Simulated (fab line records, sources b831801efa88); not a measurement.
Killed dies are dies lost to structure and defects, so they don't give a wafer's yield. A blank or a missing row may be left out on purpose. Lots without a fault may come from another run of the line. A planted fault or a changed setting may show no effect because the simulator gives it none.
Split-lot experiment | flow sky130 | 5 lots, 23 wafers read, on a route of 708 steps

THE SPLIT
At SKY_LI_CONTACT_EXPOSE_09 (exposes mask LICM1, target cd 170 nm), the setting dose_mj was moved away from the recipe's 38 on 7 of the 23 wafers read, by -6.9% to -2.4%. The other wafers ran this setting at the recipe's value.

FROM THE SPLIT TO THE READING: what the file shows between them, 2 steps
- SKY_LI_CONTACT_PEB_10
- SKY_LI_CONTACT_DEVELOP_11: develop time 60 s

THE READING
cd_nm, in nm, at SKY_LI_CONTACT_CD_MEAS_12 (target cd 170 nm). Fault-free wafers of this fab line usually give 169.2 nm, standard deviation 1.4 nm.

wafer  | tool, chamber at the split | dose_mj as run | against the recipe | cd_nm, nm | against lot-mates on the recipe
L075.1 | krf_scanner-02, 0          | 35.67          | -6.1%              | 159.1     | -11.5
L075.2 | krf_scanner-02, 0          | 35.67          | -6.1%              | 160.2     | -10.4
L075.4 | krf_scanner-02, 0          | 38             | recipe             | 170.6     | -
L075.5 | krf_scanner-02, 0          | 38             | recipe             | 170.6     | -
L075.6 | krf_scanner-02, 0          | 38             | recipe             | 170.7     | -
L078.1 | krf_scanner-02, 0          | 38             | recipe             | 169.8     | -
L078.4 | krf_scanner-02, 0          | 38             | recipe             | 168.3     | -
L078.6 | krf_scanner-02, 0          | 38             | recipe             | 168.7     | -
L079.1 | krf_scanner-01, 0          | 38             | recipe             | 169.4     | -
L079.3 | krf_scanner-01, 0          | 37.09          | -2.4%              | 165.1     | -4.0
L079.4 | krf_scanner-01, 0          | 37.09          | -2.4%              | 165.5     | -3.6
L079.5 | krf_scanner-01, 0          | 38             | recipe             | 168.8     | -
L079.6 | krf_scanner-01, 0          | 38             | recipe             | 169.2     | -
L084.1 | krf_scanner-02, 0          | 38             | recipe             | 169.4     | -
L084.3 | krf_scanner-02, 0          | 38             | recipe             | 170.3     | -
L084.4 | krf_scanner-02, 0          | 38             | recipe             | 169.8     | -
L084.5 | krf_scanner-02, 0          | 38             | recipe             | 169.6     | -
L084.6 | krf_scanner-02, 0          | 38             | recipe             | 169.7     | -
L085.1 | krf_scanner-02, 0          | 35.39          | -6.9%              | 155.3     | -12.8
L085.2 | krf_scanner-02, 0          | 35.39          | -6.9%              | 153.9     | -14.2
L085.3 | krf_scanner-02, 0          | 38             | recipe             | 168.7     | -
L085.4 | krf_scanner-02, 0          | 38             | recipe             | 167.6     | -
L085.6 | krf_scanner-02, 0          | 35.39          | -6.9%              | 153.2     | -14.9

THE FIT
A straight line over all 23 wafers: cd_nm changes by +2.01 nm for each +1% of dose_mj; r = +0.98; the points scatter about the line by 1.3 nm.
The same after taking each lot's own level away (the mean of its wafers on the recipe; 23 wafers): +1.95 nm for each +1%; r = +0.99; scatter 0.68 nm.
On that fit, the largest move of dose_mj shifts the reading by 13 nm.
The lots' own levels span 168.15 to 170.63 nm, that is 1.8 times the standard deviation above.
So the lot-to-lot level changes the slope little: the two slopes agree.
Check: with one of the wafers moved furthest among these (-6.9%) left out of the fit, the line predicts -13.4 nm for it against its lot-mates. It came out at -12.8 nm against them.

OTHER SPLITS ON THESE WAFERS
These wafers also went through other splits before the reading. Each is held against what the fit with the lots' levels taken away leaves over:
other split on the same wafers  | wafers away from the commonest value | r with cd_nm (lot level and that fit taken away)
SKY_LI_CONTACT_HDPCVD_00 time_s | 8                                    | +0.12

THE WHOLE CHAIN: every reading that the file lists as answering this split, in the file's order
step                      | what it does                                                         | reading                                                           | change (the file's fit)              | r (the file's)
SKY_LI_CONTACT_CD_MEAS_12 | target cd 170 nm                                                     | cd_nm                                                             | +1.91 nm for each +1% of the setting | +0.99
SKY_LI_CONTACT_ETCH_14    | etches BARC in N2/H2, stops on SiO2, time 45.9 s, target depth 60 nm | LI_CONTACT.cd_nm (the simulator's own value, which no gauge read) | +1.86 nm for each +1% of the setting | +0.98

THE FILE'S OWN FIT
cd_nm changes by +1.91 nm for each +1% of dose_mj, r = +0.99.
